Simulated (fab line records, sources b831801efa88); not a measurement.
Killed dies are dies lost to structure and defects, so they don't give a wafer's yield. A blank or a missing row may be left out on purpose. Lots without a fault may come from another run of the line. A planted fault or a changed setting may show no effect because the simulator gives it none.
Which tool did it? | flow sky130 | 7 lots, 21 wafers sampled, at 2 steps of a route of 708

WHAT THE GAUGES READ, wafer by wafer
SKY_PWDE_TW_MEAS_10.
lot  | measured    | on            | PWDE_TW
L417 | day 4 01:02 | film_metro-01 | 373 374 373
L419 | day 4 20:54 | film_metro-02 | 372 374 371
L421 | day 5 04:25 | film_metro-02 | 373 374 374
L423 | day 5 13:26 | film_metro-02 | 373 376 375
L431 | day 7 08:55 | film_metro-01 | 379 377 377
L435 | day 8 11:28 | film_metro-02 | 374 375 375
L438 | day 8 22:32 | film_metro-04 | 371 371 371

WHICH TOOL RAN EACH LOT (tool, then ch and the chambers of the sampled wafers, then the start)
lot  | SKY_FIELD_ISO_ETCH_14
L417 | rie_diel-02 ch 0,1,2, day 2 10:14
L419 | rie_diel-02 ch 0,1,3, day 2 19:54
L421 | rie_diel-04 ch 1,2,3, day 3 06:47
L423 | rie_diel-03 ch 0,2, day 3 19:20
L431 | rie_diel-03 ch 0,2, day 5 11:38
L435 | rie_diel-02 ch 0,1,2, day 6 12:05
L438 | rie_diel-04 ch 0,1,3, day 6 22:27
- SKY_FIELD_ISO_ETCH_14: etches BARC in N2/H2, stops on SiO2, time 45.9 s, target depth 60 nm.

THE ANSWER, worked out from the rows above alone
Rule: what is usual is taken from the lots themselves. Put in order of their means at a reading, lots are off if they are a third of the lots or fewer, leave a main group of 4 or more, and stand apart from it by a gap of 3 or more times the standard deviation of the main group's means; of several such gaps the widest counts. A main group whose means are all the same, to the digits that the tables above print for the reading, isn't used. A lot without any number at a reading at which 4 lots or more have one is off too. The other lots that the step has rows for count as sound.
No lot is off at any reading shown: from this, nothing can be told.

WHAT THE SIMULATOR HAD PUT IN
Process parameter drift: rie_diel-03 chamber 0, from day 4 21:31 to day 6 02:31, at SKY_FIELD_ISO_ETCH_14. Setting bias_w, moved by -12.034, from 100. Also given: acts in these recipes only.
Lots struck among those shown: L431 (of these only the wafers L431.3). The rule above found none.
